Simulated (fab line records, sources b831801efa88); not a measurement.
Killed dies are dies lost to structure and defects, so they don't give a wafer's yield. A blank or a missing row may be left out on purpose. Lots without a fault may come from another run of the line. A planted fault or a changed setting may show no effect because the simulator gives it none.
fab line records | flow gf180mcu
record lots=5 wafers=15 last_day=34
route steps=602 shown V3@431 M4@456
lots that met no fault: from a run of the same line without faults
start_h: hours from the record's first day to the start of the lot's first wafer shown | wait_h: hours since the lot's step before | " the same as in the row above | L1.1+2: a row that stands for several wafers | - no value, or no start given | * or withheld: withheld | < > ~ a bound
route shown NAME@n: a module of which the file shows steps, and the number in the route of the first | usual: mean/standard deviation of fault-free wafers | same: alike in all rows | chamber/n: place in a boat | sites: the reading at each site | _std_site: their standard deviation | _edge_site: outer sites' mean less inner sites' | radius_mm: how far each site lies from the wafer's centre | mask NAME#n: copy n | behind: the tool/chamber that last shaped the wafer | hold: why the lot was held/for how many hours/how that ended | device: the transistor (n, p or np) that didn't switch | end of line: the same wafers' tests at the end of the route | a step without rows: its recipe alone | killed: dies lost to structure and defects at the first sort, not the wafer's yield | map: a wafer's dies, x killed, . not, _ none there
set.NAME: the setting as run; set.NAME@STEP: as run at that earlier step | model.NAME: the simulator's own value behind a step, which no gauge read
lots at some steps of the route; a table a step, a row a wafer
services: from which hour (start_h, from the record's first day; less than 0 if before it) a tool's chamber was out of use, for how many hours, and why
## steps
# step GF_V3_CVD_02
# recipe material=SiO2 target_thk_nm=850 precursor=TEOS temp_c=400 time_s=94.851 rf_w=600
# usual heater_power_w=644/120 rf_fwd_power_W=596.5/2
# columns lot.wafer tool chamber start_h wait_h heater_power_w rf_fwd_power_W
L074.1 pecvd-04 2 490.61 0.1 571 598.9
L074.2 " 0 " " 621 592.8
L074.5 " 0 " " 675 592.9
L078.1 pecvd-01 0 538.20 0.1 831 597.3
L078.3 " 1 " " 693 594.0
L078.6 " 2 " " 495 598.9
L086.1 pecvd-03 2 590.67 0.1 882 598.3
L086.3 " 0 " " 455 594.6
L086.4 " 1 " " 553 597.1
L090.1 pecvd-04 2 621.26 0.1 554 595.0
L090.3 " 0 " " 632 595.6
L090.4 " 1 " " 696 598.0
L097.1 pecvd-03 0 674.43 0.1 553 597.7
L097.4 " 2 " " 974 595.8
L097.6 " 1 " " 461 596.7
# step GF_V3_THK_MEAS_03
# recipe reads=SiO2_of_V3_CVD_02
# usual V3_CVD_02_THK=852/11
# columns lot.wafer tool chamber start_h wait_h V3_CVD_02_THK[nm]
L074.1 film_metro-02 - 490.67 0.0 841
L074.2 " - " " 848
L074.5 " - " " 867
L078.1 film_metro-03 - 538.27 0.0 848
L078.3 " - " " 845
L078.6 " - " " 854
L086.1 film_metro-02 - 590.74 0.0 857
L086.3 " - " " 851
L086.4 " - " " 854
L090.1 film_metro-01 - 621.33 0.0 842
L090.3 " - " " 853
L090.4 " - " " 878
L097.1 film_metro-01 - 674.50 0.0 856
L097.4 " - " " 869
L097.6 " - " " 856
# step GF_V3_CMP_04
# recipe material=SiO2 down_force_psi=4 platen_rpm=60 pad_velocity_m_s=0.94248
# usual edge_zone_pressure_frac=1.000/0.0048 motor_current_A=12.0/0.76 time_to_endpoint_s=82/5.2
# columns lot.wafer tool chamber start_h wait_h edge_zone_pressure_frac motor_current_A time_to_endpoint_s
L074.1 cmp-01 1 490.73 0.1 1.001 13.4 82
L074.2 " 0 " " 0.997 11.5 79
L074.5 " 1 " " 1.002 12.9 91
L078.1 cmp-01 2 538.33 0.1 0.998 11.4 78
L078.3 " 0 " " 1.002 11.6 78
L078.6 " 3 " " 1.000 11.8 81
L086.4 cmp-02 3 591.09 0.3 1.006 11.8 80
L086.1 " 0 " " 1.006 13.6 80
L086.3 " 1 " " 0.998 13.0 76
L090.4 cmp-01 2 621.39 0.0 0.993 10.6 93
L090.1 " 3 " " 1.002 12.0 81
L090.3 " 0 " " 1.002 11.5 86
L097.4 cmp-02 2 674.61 0.1 0.999 11.4 85
L097.1 " 3 " " 0.995 11.9 82
L097.6 " 2 " " 1.002 11.5 85
# step GF_V3_BOW_MEAS_05
# recipe mode=bow
# usual V3_BOW=115/9.3
# columns lot.wafer tool chamber start_h wait_h V3_BOW[um]
L074.1 film_metro-02 - 491.03 0.2 114
L074.2 " - " " 138
L074.5 " - " " 133
L078.1 film_metro-01 - 538.63 0.2 138
L078.3 " - " " 128
L078.6 " - " " 119
L086.1 film_metro-01 - 591.34 0.1 123
L086.3 " - " " 106
L086.4 " - " " 107
L090.1 film_metro-03 - 621.69 0.2 106
L090.3 " - " " 104
L090.4 " - " " 118
L097.1 film_metro-02 - 674.86 0.1 107
L097.4 " - " " 109
L097.6 " - " " 108
# step GF_V3_DEHYDRATE_06
# recipe temp_c=200 time_s=60
# columns lot.wafer tool chamber start_h wait_h
L074.1+2+5 litho_track-03 0 502.18 11.1
L078.1+3+6 litho_track-02 0 548.48 9.8
L086.1+3+4 litho_track-01 0 601.82 10.5
L090.1+3+4 litho_track-01 0 630.92 9.2
L097.1+4+6 litho_track-03 0 684.03 9.1
# step GF_V3_HMDS_07
# recipe prime_time_s=60 prime_temp_c=120
# columns lot.wafer tool chamber start_h wait_h
L074.1+2+5 litho_track-03 0 502.33 0.1
L078.1+3+6 litho_track-02 0 548.63 0.1
L086.1+3+4 litho_track-01 0 601.97 0.1
L090.1+3+4 litho_track-01 0 631.07 0.1
L097.1+4+6 litho_track-03 0 684.18 0.1
# step GF_V3_COAT_08
# recipe resist=BARC temp_c=withheld time_s=withheld spin_rpm=withheld resist_thk_nm=withheld
# columns lot.wafer tool chamber start_h wait_h
L074.1+2+5 litho_track-03 0 502.48 0.1
L078.1+3+6 litho_track-02 0 548.78 0.1
L086.1+3+4 litho_track-01 0 602.12 0.1
L090.1+3+4 litho_track-01 0 631.22 0.1
L097.1+4+6 litho_track-03 0 684.33 0.1
# step GF_V3_COAT_09
# recipe resist=KrF spin_rpm=withheld resist_thk_nm=1000
# columns lot.wafer tool chamber start_h wait_h
L074.1+2+5 litho_track-03 0 - -
L078.1+3+6 litho_track-02 0 - -
L086.1+3+4 litho_track-01 0 - -
L090.1+3+4 litho_track-01 0 - -
L097.1+4+6 litho_track-03 0 - -
# step GF_V3_SOFTBAKE_10
# recipe temp_c=130 time_s=60 resist=KrF
# columns lot.wafer tool chamber start_h wait_h
L074.1+2+5 litho_track-03 0 - -
L078.1+3+6 litho_track-02 0 - -
L086.1+3+4 litho_track-01 0 - -
L090.1+3+4 litho_track-01 0 - -
L097.1+4+6 litho_track-03 0 - -
# step GF_V3_EXPOSE_11
# recipe mask_id=Via3 target_cd_nm=260 na=0.68 source_shape=conventional sigma_outer=0.6 dose_mj=38
# columns lot.wafer tool chamber start_h wait_h mask
L074.1+2+5 krf_scanner-02 0 - - Via3#0
L078.1+3+6 krf_scanner-01 0 - - Via3#0
L086.1+3+4 krf_scanner-02 0 - - Via3#0
L090.1+3+4 krf_scanner-02 0 - - Via3#0
L097.1+4+6 krf_scanner-02 0 - - Via3#0
# step GF_V3_PEB_12
# recipe peb_temp_c=135 peb_time_s=90 resist=KrF
# columns lot.wafer tool chamber start_h wait_h
L074.1+2+5 litho_track-02 0 - -
L078.1+3+6 litho_track-02 0 - -
L086.1+3+4 litho_track-02 0 - -
L090.1+3+4 litho_track-03 0 - -
L097.1+4+6 litho_track-03 0 - -
# step GF_V3_DEVELOP_13
# recipe develop_time_s=60 resist=KrF dev_temp_c=21
# columns lot.wafer tool chamber start_h wait_h
L074.1+2+5 litho_track-02 0 514.23 0.2
L078.1+3+6 litho_track-02 0 560.68 0.2
L086.1+3+4 litho_track-02 0 612.13 0.2
L090.1+3+4 litho_track-03 0 641.38 0.2
L097.1+4+6 litho_track-03 0 693.58 0.2
# step GF_V3_CD_MEAS_14
# recipe target_cd_nm=260
# usual cd_nm=260.4/1
# columns lot.wafer tool chamber start_h wait_h cd_nm
L074.1 cd_sem-01 - 514.38 0.1 260.4
L074.2 " - " " 260.5
L074.5 " - " " 261.0
L078.1 cd_sem-02 - 560.83 0.1 258.7
L078.3 " - " " 259.9
L078.6 " - " " 259.1
L086.1 cd_sem-01 - 612.28 0.1 259.6
L086.3 " - " " 259.8
L086.4 " - " " 258.7
L090.1 cd_sem-01 - 641.53 0.1 261.3
L090.3 " - " " 260.0
L090.4 " - " " 261.1
L097.1 cd_sem-02 - 693.73 0.1 260.9
L097.4 " - " " 262.3
L097.6 " - " " 262.2
# step GF_V3_OVL_MEAS_15
# usual V3_OVL=-7/6
# columns lot.wafer tool chamber start_h wait_h V3_OVL[nm]
L074.1 overlay-02 - 514.50 0.1 -14
L074.2 " - " " -5
L074.5 " - " " -8
L078.1 overlay-01 - 560.95 0.1 -4
L078.3 " - " " -5
L078.6 " - " " 8
L086.1 overlay-01 - 612.40 0.1 -7
L086.3 " - " " -4
L086.4 " - " " -16
L090.1 overlay-02 - 641.65 0.1 -15
L090.3 " - " " -11
L090.4 " - " " -3
L097.1 overlay-02 - 693.85 0.1 -4
L097.4 " - " " -9
L097.6 " - " " -14
# step GF_V3_ETCH_16
# recipe chemistry=N2/H2 target_depth_a=withheld overetch_a=withheld time_s=withheld target=BARC ion_energy_ev=200 source_w=500 bias_w=100 pressure_mtorr=30 n2_flow_sccm=100 h2_flow_sccm=200
# usual drypump_motor_current_A=5.6/0.46 oes_product_au=0.855/0.0046 rf_fwd_power_W=494.6/2 throttle_valve_pct=13.224/0.0094
# columns lot.wafer tool chamber start_h wait_h drypump_motor_current_A oes_product_au rf_fwd_power_W throttle_valve_pct
L074.1 rie_diel-01 0 514.54 0.0 6.3 0.852 497.2 13.216
L074.2 " 1 " " 6.0 0.863 491.5 13.226
L074.5 " 2 " " 5.4 0.847 493.4 13.231
L078.1 rie_diel-02 0 560.99 0.0 5.3 0.852 497.1 13.239
L078.3 " 2 " " 5.7 0.855 493.6 13.226
L078.6 " 1 " " 6.1 0.854 495.5 13.231
L086.1 rie_diel-02 2 612.44 0.0 5.7 0.855 490.3 13.212
L086.3 " 1 " " 6.1 0.856 495.4 13.228
L086.4 " 0 " " 5.4 0.847 497.0 13.222
L090.1 rie_diel-04 2 641.68 0.0 5.2 0.857 498.3 13.215
L090.3 " 3 " " 4.8 0.863 493.8 13.223
L090.4 " 0 " " 5.2 0.860 496.4 13.220
L097.1 rie_diel-01 2 693.88 0.0 5.4 0.853 496.2 13.242
L097.4 " 0 " " 6.3 0.850 496.4 13.222
L097.6 " 2 " " 5.4 0.847 496.2 13.204
# step GF_V3_ETCH_17
# recipe chemistry=C4F8/O2/Ar mask_material=KrF target=SiO2 stop_on=TiN source_w=1500 bias_w=1200 pressure_mtorr=40 c4f8_flow_sccm=withheld O2_flow_sccm=6 Ar_flow_sccm=300 time_s=withheld target_depth_a=6350
# usual oes_product_au=0.856/0.0046 rf_fwd_power_W=1492/4.5
# columns lot.wafer tool chamber start_h wait_h oes_product_au rf_fwd_power_W
L074.1 rie_diel-01 0 - - 0.861 1494
L074.2 " 1 " " 0.859 1486
L074.5 " 2 " " 0.857 1494
L078.1 rie_diel-02 0 - - 0.860 1503
L078.3 " 2 " " 0.854 1493
L078.6 " 1 " " 0.855 1489
L086.1 rie_diel-02 2 - - 0.859 1496
L086.3 " 1 " " 0.862 1488
L086.4 " 0 " " 0.859 1494
L090.1 rie_diel-04 2 - - 0.861 1486
L090.3 " 3 " " 0.854 1494
L090.4 " 0 " " 0.857 1489
L097.1 rie_diel-01 2 - - 0.859 1490
L097.4 " 0 " " 0.865 1489
L097.6 " 2 " " 0.854 1490
# step GF_V3_STRIP_18
# recipe chemistry=O2/N2 power_w=1400 pressure_mtorr=1500 platen_temp_c=250 o2_flow_sccm=3000 n2_flow_sccm=300 overash_fraction=0.5
# usual drypump_motor_current_A=5.7/0.44 heater_power_w=313/26 oes_product_au=0.592/0.0048
# columns lot.wafer tool chamber start_h wait_h drypump_motor_current_A heater_power_w oes_product_au rf_hours_counter_h
L074.1 plasma_asher-01 0 514.67 - 5.2 318 0.589 40
L074.2 " 1 " " 5.3 291 0.587 40
L074.5 " 0 " " 5.2 324 0.592 -
L078.1 plasma_asher-01 1 561.12 - 5.3 287 0.600 45
L078.3 " 0 " " 5.2 313 0.598 -
L078.6 " 1 " " 5.3 283 0.589 -
L086.1 plasma_asher-04 0 612.57 - 5.7 338 0.602 102
L086.3 " 0 " " 5.7 313 0.589 -
L086.4 " 1 " " 5.5 351 0.593 -
L090.1 plasma_asher-02 1 641.81 - 6.2 272 0.591 85
L090.3 " 1 " " 6.2 280 0.595 -
L090.4 " 0 " " 6.4 312 0.591 -
L097.1 plasma_asher-02 1 694.01 - 6.2 273 0.598 89
L097.4 " 0 " " 6.4 319 0.584 -
L097.6 " 0 " " 6.4 320 0.599 -
# step GF_V3_STRIP_19
# recipe chemistry=post_etch_residue_remover time_s=1200 temp_c=72.5
# columns lot.wafer tool chamber start_h wait_h
L074.1+2+5 wet_bench-03 0 514.77 0.1
L078.1+3+6 wet_bench-03 1 561.22 0.1
L086.1+3+4 wet_bench-03 0 612.67 0.1
L090.1+3+4 wet_bench-01 1 641.91 0.1
L097.1+4+6 wet_bench-01 3 694.11 0.1
# step GF_V3_CLEAN_20
# recipe chemistry=DIW dry=n2_spin
# columns lot.wafer tool chamber start_h wait_h
L074.1+2+5 wet_bench-04 2 515.11 0.0
L078.1+3+6 wet_bench-01 2 561.59 0.0
L086.1+3+4 wet_bench-01 2 613.04 0.0
L090.1+3+4 wet_bench-03 2 642.25 0.0
L097.1+4+6 wet_bench-03 1 694.48 0.0
# step GF_V3_SPUTTER_21
# recipe material=Ti target_thk_nm=15 chamber_pressure_pa=5 power_w=2500 substrate_temp_c=200 time_s=80.02
# usual throttle_valve_pct=30.0/1.3
# columns lot.wafer tool chamber start_h wait_h throttle_valve_pct
L074.1 pvd_sputter-01 - 515.21 0.0 28.1
L074.2 " - " " 29.6
L074.5 " - " " 28.4
L078.1 pvd_sputter-01 - 561.68 0.0 28.2
L078.3 " - " " 29.7
L078.6 " - " " 31.7
L086.1 pvd_sputter-02 - 613.13 0.0 32.2
L086.3 " - " " 29.1
L086.4 " - " " 28.8
L090.1 pvd_sputter-02 - 642.34 0.0 32.0
L090.3 " - " " 28.9
L090.4 " - " " 28.9
L097.1 pvd_sputter-03 - 694.58 0.0 30.1
L097.4 " - " " 30.7
L097.6 " - " " 30.1
# step GF_V3_SPUTTER_22
# recipe material=TiN target_thk_nm=10 chamber_pressure_pa=5 power_w=4000 time_s=40
# usual throttle_valve_pct=30.0/1.2
# columns lot.wafer tool chamber start_h wait_h throttle_valve_pct
L074.1 pvd_sputter-01 - 515.27 0.0 28.4
L074.2 " - " " 29.5
L074.5 " - " " 28.4
L078.1 pvd_sputter-01 - 561.74 0.0 28.4
L078.3 " - " " 29.5
L078.6 " - " " 31.6
L086.1 pvd_sputter-02 - 613.19 0.0 32.2
L086.3 " - " " 29.0
L086.4 " - " " 29.1
L090.1 pvd_sputter-02 - 642.41 0.0 32.1
L090.3 " - " " 29.1
L090.4 " - " " 28.8
L097.1 pvd_sputter-03 - 694.64 0.0 30.1
L097.4 " - " " 30.4
L097.6 " - " " 30.1
# step GF_V3_CVD_23
# recipe material=W target_thk_nm=350 time_s=104.9 temp_c=400 pressure_torr=40
# usual heater_power_w=918/95
# columns lot.wafer tool chamber start_h wait_h heater_power_w
L074.1 cvd_w-01 1 515.31 0.0 710
L074.2 " 0 " " 911
L074.5 " 0 " " 898
L078.1 cvd_w-02 0 561.81 0.0 988
L078.3 " 1 " " 953
L078.6 " 0 " " 948
L086.1 cvd_w-01 1 613.23 0.0 725
L086.3 " 1 " " 713
L086.4 " 0 " " 910
L090.1 cvd_w-02 0 642.44 0.0 970
L090.3 " 0 " " 979
L090.4 " 1 " " 959
L097.1 cvd_w-02 0 694.68 0.0 990
L097.4 " 1 " " 974
L097.6 " 0 " " 965
# step GF_V3_RS_MEAS_24
# recipe thk_meas_gauge=four-point-probe reads=W_of_V3_CVD_23+TiN_of_V3_SPUTTER_22+Ti_of_V3_SPUTTER_21
# usual V3_W_RS=0.328/0.0033
# columns lot.wafer tool chamber start_h wait_h V3_W_RS[ohm/sq]
L074.1 film_metro-02 - 515.42 0.1 0.327
L074.2 " - " " 0.326
L074.5 " - " " 0.328
L078.1 film_metro-02 - 561.92 0.1 0.325
L078.3 " - " " 0.323
L078.6 " - " " 0.324
L086.1 film_metro-02 - 613.34 0.1 0.329
L086.3 " - " " 0.330
L086.4 " - " " 0.331
L090.1 film_metro-03 - 642.56 0.1 0.332
L090.3 " - " " 0.326
L090.4 " - " " 0.325
L097.1 film_metro-03 - 694.80 0.1 0.325
L097.4 " - " " 0.334
L097.6 " - " " 0.328
# step GF_V3_THK_MEAS_25
# recipe thk_meas_gauge=xrf reads=W_of_V3_CVD_23
# usual V3_W_THK=348/4.6
# columns lot.wafer tool chamber start_h wait_h V3_W_THK[nm]
L074.1 film_metro-02 - 515.54 0.1 344
L074.2 " - " " 346
L074.5 " - " " 345
L078.1 film_metro-02 - 562.04 0.1 346
L078.3 " - " " 352
L078.6 " - " " 351
L086.1 film_metro-02 - 613.46 0.1 348
L086.3 " - " " 346
L086.4 " - " " 342
L090.1 film_metro-03 - 642.68 0.1 341
L090.3 " - " " 350
L090.4 " - " " 348
L097.1 film_metro-03 - 694.92 0.1 348
L097.4 " - " " 339
L097.6 " - " " 346
# step GF_V3_CMP_26
# recipe stop_on=SiO2 down_force_psi=3.5 platen_rpm=60 t_overpolish_s=15 target_thk_nm=0 pad_velocity_m_s=0.94248
# usual edge_zone_pressure_frac=1.000/0.0046 motor_current_A=11.0/0.75 overpolish_run_s=15.000/0.0089 time_to_endpoint_s=85/3.7
# columns lot.wafer tool chamber start_h wait_h edge_zone_pressure_frac motor_current_A overpolish_run_s time_to_endpoint_s
L074.1 cmp-01 3 515.60 0.1 0.993 10.7 15.003 84
L074.2 " 0 " " 1.002 9.9 14.986 84
L074.5 " 3 " " 0.999 11.0 14.998 84
L078.3 cmp-01 0 562.15 0.1 0.996 9.9 14.999 83
L078.1 " 2 " " 0.993 9.9 15.001 81
L078.6 " 0 " " 0.998 11.0 15.013 82
L086.3 cmp-01 3 613.57 0.1 1.000 10.1 14.990 87
L086.1 " 0 " " 1.003 10.3 14.992 88
L086.4 " 1 " " 1.003 11.5 15.010 88
L090.3 cmp-01 0 642.79 0.1 1.006 10.0 14.997 89
L090.1 " 1 " " 0.999 11.5 14.979 90
L090.4 " 2 " " 1.004 10.1 15.019 89
L097.4 cmp-02 1 694.98 0.0 1.001 11.4 15.010 81
L097.1 " 0 " " 1.001 12.1 14.987 88
L097.6 " 2 " " 1.001 10.9 14.994 82
# step GF_M4_SPUTTER_00
# recipe material=Ti target_thk_nm=37.5 arriving_ion_energy_ev=80 substrate_temp_c=200 chamber_pressure_pa=2 power_w=4000 time_s=150
# usual throttle_valve_pct=29.7/1.5
# columns lot.wafer tool chamber start_h wait_h throttle_valve_pct
L074.1 pvd_sputter-02 - 515.90 0.2 29.9
L074.2 " - " " 29.0
L074.5 " - " " 28.8
L078.1 pvd_sputter-01 - 562.40 0.1 29.9
L078.3 " - " " 28.3
L078.6 " - " " 28.3
L086.1 pvd_sputter-01 - 613.82 0.1 31.8
L086.3 " - " " 27.8
L086.4 " - " " 28.2
L090.1 pvd_sputter-01 - 643.06 0.2 29.3
L090.3 " - " " 28.2
L090.4 " - " " 28.0
L097.1 pvd_sputter-02 - 695.28 0.1 32.0
L097.4 " - " " 29.0
L097.6 " - " " 28.8
# step GF_M4_SPUTTER_01
# recipe material=TiN target_thk_nm=30 power_w=6500 time_s=25 chamber_pressure_pa=0.4
# usual throttle_valve_pct=29.7/1.5
# columns lot.wafer tool chamber start_h wait_h throttle_valve_pct
L074.1 pvd_sputter-02 - 516.00 0.1 29.9
L074.2 " - " " 29.1
L074.5 " - " " 29.0
L078.1 pvd_sputter-01 - 562.50 0.1 29.4
L078.3 " - " " 28.2
L078.6 " - " " 28.1
L086.1 pvd_sputter-01 - 613.92 0.1 31.9
L086.3 " - " " 27.8
L086.4 " - " " 28.3
L090.1 pvd_sputter-01 - 643.16 0.1 29.6
L090.3 " - " " 28.0
L090.4 " - " " 28.4
L097.1 pvd_sputter-02 - 695.38 0.1 32.2
L097.4 " - " " 29.0
L097.6 " - " " 28.9
# step GF_M4_SPUTTER_02
# recipe material=AlCu target_thk_nm=450 power_w=10600 time_s=23.9 chamber_pressure_pa=0.4
# usual throttle_valve_pct=29.7/1.4
# columns lot.wafer tool chamber start_h wait_h throttle_valve_pct
L074.1 pvd_sputter-02 - 516.03 0.0 30.3
L074.2 " - " " 28.6
L074.5 " - " " 28.9
L078.1 pvd_sputter-01 - 562.53 0.0 29.4
L078.3 " - " " 28.2
L078.6 " - " " 28.1
L086.1 pvd_sputter-01 - 613.96 0.0 31.7
L086.3 " - " " 27.6
L086.4 " - " " 28.5
L090.1 pvd_sputter-01 - 643.19 0.0 29.4
L090.3 " - " " 28.0
L090.4 " - " " 28.2
L097.1 pvd_sputter-02 - 695.41 0.0 32.2
L097.4 " - " " 28.9
L097.6 " - " " 29.0
# step GF_M4_SPUTTER_03
# recipe material=Ti target_thk_nm=10 substrate_temp_c=300 chamber_pressure_pa=0.3 power_w=3000 time_s=6.7
# usual throttle_valve_pct=29.7/1.4
# columns lot.wafer tool chamber start_h wait_h throttle_valve_pct
L074.1 pvd_sputter-02 - 516.06 0.0 30.0
L074.2 " - " " 29.1
L074.5 " - " " 28.7
L078.1 pvd_sputter-01 - 562.56 0.0 29.3
L078.3 " - " " 28.3
L078.6 " - " " 28.0
L086.1 pvd_sputter-01 - 613.98 0.0 31.7
L086.3 " - " " 27.9
L086.4 " - " " 28.3
L090.1 pvd_sputter-01 - 643.22 0.0 29.3
L090.3 " - " " 28.1
L090.4 " - " " 28.2
L097.1 pvd_sputter-02 - 695.44 0.0 32.1
L097.4 " - " " 29.1
L097.6 " - " " 29.0
# step GF_M4_SPUTTER_04
# recipe material=TiN target_thk_nm=50 power_w=6500 time_s=41.7 chamber_pressure_pa=0.4
# usual throttle_valve_pct=29.7/1.5
# columns lot.wafer tool chamber start_h wait_h throttle_valve_pct
L074.1 pvd_sputter-02 - 516.08 0.0 30.3
L074.2 " - " " 29.0
L074.5 " - " " 29.2
L078.1 pvd_sputter-01 - 562.58 0.0 29.4
L078.3 " - " " 28.2
L078.6 " - " " 28.3
L086.1 pvd_sputter-01 - 614.01 0.0 31.6
L086.3 " - " " 27.9
L086.4 " - " " 28.1
L090.1 pvd_sputter-01 - 643.24 0.0 29.7
L090.3 " - " " 27.8
L090.4 " - " " 28.2
L097.1 pvd_sputter-02 - 695.46 0.0 32.2
L097.4 " - " " 29.1
L097.6 " - " " 28.9
# step GF_M4_RS_MEAS_05
# recipe thk_meas_gauge=four-point-probe reads=TiN_of_M4_SPUTTER_04+Ti_of_M4_SPUTTER_03+AlCu_of_M4_SPUTTER_02+TiN_of_M4_SPUTTER_01+Ti_of_M4_SPUTTER_00
# usual M4_ALCU_RS=0.0694/0.00088
# columns lot.wafer tool chamber start_h wait_h M4_ALCU_RS[ohm/sq]
L074.1 film_metro-02 - 516.12 0.0 0.0696
L074.2 " - " " 0.0698
L074.5 " - " " 0.0698
L078.1 film_metro-03 - 562.62 0.0 0.0695
L078.3 " - " " 0.0693
L078.6 " - " " 0.0684
L086.1 film_metro-02 - 614.05 0.0 0.0692
L086.3 " - " " 0.0697
L086.4 " - " " 0.0697
L090.1 film_metro-03 - 643.28 0.0 0.0679
L090.3 " - " " 0.0679
L090.4 " - " " 0.0678
L097.1 film_metro-03 - 695.50 0.0 0.0695
L097.4 " - " " 0.0688
L097.6 " - " " 0.0688
# step GF_M4_THK_MEAS_06
# recipe thk_meas_gauge=xrf reads=AlCu_of_M4_SPUTTER_02
# usual M4_ALCU_THK=445/7
# columns lot.wafer tool chamber start_h wait_h M4_ALCU_THK[nm]
L074.1 film_metro-02 - 516.24 0.1 443
L074.2 " - " " 442
L074.5 " - " " 442
L078.1 film_metro-03 - 562.74 0.1 441
L078.3 " - " " 444
L078.6 " - " " 450
L086.1 film_metro-02 - 614.17 0.1 445
L086.3 " - " " 443
L086.4 " - " " 445
L090.1 film_metro-03 - 643.40 0.1 456
L090.3 " - " " 460
L090.4 " - " " 457
L097.1 film_metro-03 - 695.62 0.1 445
L097.4 " - " " 450
L097.6 " - " " 450
# step GF_M4_DEHYDRATE_07
# recipe temp_c=200 time_s=60
# columns lot.wafer tool chamber start_h wait_h
L074.1+2+5 litho_track-03 0 527.68 11.4
L078.1+3+6 litho_track-03 0 572.48 9.7
L086.1+3+4 litho_track-03 0 624.63 10.5
L090.1+3+4 litho_track-01 0 652.47 9.1
L097.1+4+6 litho_track-04 0 704.30 8.7
# step GF_M4_HMDS_08
# recipe prime_time_s=60 prime_temp_c=120
# columns lot.wafer tool chamber start_h wait_h
L074.1+2+5 litho_track-03 0 527.83 0.1
L078.1+3+6 litho_track-03 0 572.63 0.1
L086.1+3+4 litho_track-03 0 624.78 0.1
L090.1+3+4 litho_track-01 0 652.62 0.1
L097.1+4+6 litho_track-04 0 704.45 0.1
# step GF_M4_COAT_09
# recipe resist=KrF spin_rpm=withheld resist_thk_nm=1000
# columns lot.wafer tool chamber start_h wait_h
L074.1+2+5 litho_track-03 0 527.98 0.1
L078.1+3+6 litho_track-03 0 572.78 0.1
L086.1+3+4 litho_track-03 0 624.93 0.1
L090.1+3+4 litho_track-01 0 652.77 0.1
L097.1+4+6 litho_track-04 0 704.60 0.1
# step GF_M4_SOFTBAKE_10
# recipe temp_c=130 time_s=60 resist=KrF
# columns lot.wafer tool chamber start_h wait_h
L074.1+2+5 litho_track-03 0 528.13 0.1
L078.1+3+6 litho_track-03 0 572.93 0.1
L086.1+3+4 litho_track-03 0 625.08 0.1
L090.1+3+4 litho_track-01 0 652.92 0.1
L097.1+4+6 litho_track-04 0 704.75 0.1
# step GF_M4_EXPOSE_11
# recipe mask_id=Metal4 target_cd_nm=280 na=0.68 source_shape=conventional sigma_outer=0.6 dose_mj=28
# columns lot.wafer tool chamber start_h wait_h mask
L074.1+2+5 krf_scanner-02 0 - - Metal4#0
L078.1+3+6 krf_scanner-02 0 - - Metal4#0
L086.1+3+4 krf_scanner-01 0 - - Metal4#0
L090.1+3+4 krf_scanner-02 0 - - Metal4#0
L097.1+4+6 krf_scanner-02 0 - - Metal4#0
# step GF_M4_PEB_12
# recipe peb_temp_c=135 peb_time_s=90 resist=KrF
# columns lot.wafer tool chamber start_h wait_h
L074.1+2+5 litho_track-04 0 - -
L078.1+3+6 litho_track-03 0 - -
L086.1+3+4 litho_track-03 0 - -
L090.1+3+4 litho_track-04 0 - -
L097.1+4+6 litho_track-04 0 - -
# step GF_M4_DEVELOP_13
# recipe develop_time_s=60 dev_temp_c=21
# columns lot.wafer tool chamber start_h wait_h
L074.1+2+5 litho_track-04 0 538.70 0.2
L078.1+3+6 litho_track-03 0 583.53 0.2
L086.1+3+4 litho_track-03 0 634.23 0.2
L090.1+3+4 litho_track-04 0 662.90 0.2
L097.1+4+6 litho_track-04 0 713.80 0.2
# step GF_M4_CD_MEAS_14
# recipe target_cd_nm=280
# usual cd_nm=279.9/1.1
# columns lot.wafer tool chamber start_h wait_h cd_nm
L074.1 cd_sem-01 - 538.85 0.1 278.8
L074.2 " - " " 278.2
L074.5 " - " " 279.0
L078.1 cd_sem-02 - 583.68 0.1 279.5
L078.3 " - " " 278.0
L078.6 " - " " 280.0
L086.1 cd_sem-01 - 634.38 0.1 282.0
L086.3 " - " " 280.2
L086.4 " - " " 280.3
L090.1 cd_sem-01 - 663.05 0.1 281.0
L090.3 " - " " 281.1
L090.4 " - " " 281.8
L097.1 cd_sem-01 - 713.95 0.1 280.0
L097.4 " - " " 279.4
L097.6 " - " " 279.0
# step GF_M4_OVL_MEAS_15
# usual M4_OVL=-1/6
# columns lot.wafer tool chamber start_h wait_h M4_OVL[nm]
L074.1 overlay-01 - 538.97 0.1 -6
L074.2 " - " " 3
L074.5 " - " " -12
L078.1 overlay-01 - 583.80 0.1 -5
L078.3 " - " " -4
L078.6 " - " " -7
L086.1 overlay-01 - 634.50 0.1 2
L086.3 " - " " 1
L086.4 " - " " 2
L090.1 overlay-02 - 663.17 0.1 1
L090.3 " - " " 2
L090.4 " - " " 3
L097.1 overlay-02 - 714.07 0.1 -7
L097.4 " - " " -7
L097.6 " - " " -10
## services
# columns tool chamber start_h hours kind
rie_diel-01 2 472.15 3.5 repair
krf_scanner-02 - 474.10 1.0 pm
rie_diel-01 3 480.81 14.5 repair
rie_diel-01 0 488.51 5.4 repair
rie_diel-02 2 495.72 12.5 repair
pvd_sputter-02 - 500.35 3.0 repair
cmp-01 - 502.23 0.8 repair
rie_diel-01 1 502.96 7.0 repair
pvd_sputter-02 - 532.79 3.6 repair
krf_scanner-02 - 544.43 15.3 repair
pvd_sputter-01 - 554.94 5.0 repair
wet_bench-03 - 555.30 1.0 repair
krf_scanner-02 - 559.71 0.8 pm
pvd_sputter-02 - 561.35 1.7 repair
wet_bench-01 - 561.80 2.6 repair
krf_scanner-02 - 564.10 1.3 pm
rie_diel-01 - 576.36 2.8 pm
krf_scanner-02 - 587.21 4.0 pm
cmp-01 - 590.12 12.5 pm
krf_scanner-02 - 600.14 2.4 repair
krf_scanner-02 - 616.32 3.1 repair
krf_scanner-02 - 633.54 1.0 pm
cmp-01 - 667.20 4.1 pm
krf_scanner-02 - 708.87 11.6 pm
## key
fault none
